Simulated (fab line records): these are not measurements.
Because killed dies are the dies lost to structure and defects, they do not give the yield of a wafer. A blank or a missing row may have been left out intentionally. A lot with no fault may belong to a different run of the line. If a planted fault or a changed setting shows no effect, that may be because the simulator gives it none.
Matching of chambers ; flow sky130 ; SKY_VIA2_CMP_02 on cmp-01 has 4 sister chambers
The step polishes SiO2. 16 wafers are shown with their chamber, then 8 later ones without.

== WAFERS WITH THEIR CHAMBER ==
wafer;chamber;motor-current-A (A);edge-zone-pressure-frac
L074.3;2;12.9;1.005
L074.4;1;12.3;1.010
L074.6;0;11.6;0.998
L082.1;0;11.9;0.996
L082.4;2;13.5;1.009
L082.6;3;15.1;1.006
L084.2;2;13.3;1.004
L084.4;3;13.8;0.999
L084.5;2;13.3;1.003
L083.2;0;11.2;0.996
L083.4;1;12.3;1.005
L083.6;1;11.9;1.012
L085.1;1;11.9;0.993
L085.2;0;11.1;1.005
L085.3;2;13.8;0.996
L090.1;3;15.5;0.998

SIGNATURES, as means of the wafers listed above
reading;chamber 0;chamber 1;chamber 2;chamber 3;scatter within a chamber
motor-current-A;11.450;12.100;13.360;14.800;0.464
edge-zone-pressure-frac;0.99875;1.00500;1.00340;1.00100;0.00577
Rule: a wafer lies at a distance from a chamber equal to the root of the sum of squares, over the readings, of (its reading less the chamber's mean, divided by the reading's scatter). The wafer belongs to the nearest chamber; if the next one is less than 2 further off, it can't be placed. How the scatter is found: for the shown wafers, subtract from each reading the mean of its chamber, square and add these, divide the total by (wafers less chambers), then take the root.

== WAFERS WHOSE CHAMBER IS MISSING ==
wafer;motor-current-A (A);edge-zone-pressure-frac
L090.2;11.3;1.005
L090.5;12.6;0.999
L092.1;11.1;1.004
L092.2;12.9;1.008
L092.5;12.0;1.008
L094.4;13.8;0.996
L094.5;14.6;0.998
L094.6;11.6;0.994

== WHICH CHAMBER EACH WENT THROUGH ==
wafer;from the rows above;in truth
L090.2;can't be placed: 0 or 1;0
L090.5;can't be placed: 1 or 2 or 0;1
L092.1;can't be placed: 0 or 1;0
L092.2;can't be placed: 2 or 1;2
L092.5;can't be placed: 1 or 0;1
L094.4;can't be placed: 2 or 3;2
L094.5;3;3
L094.6;can't be placed: 0 or 1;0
1 of 8 placed correctly. Unplaceable from these rows: 7, with the true chamber sitting among the candidates in 7. 0 placed wrongly.
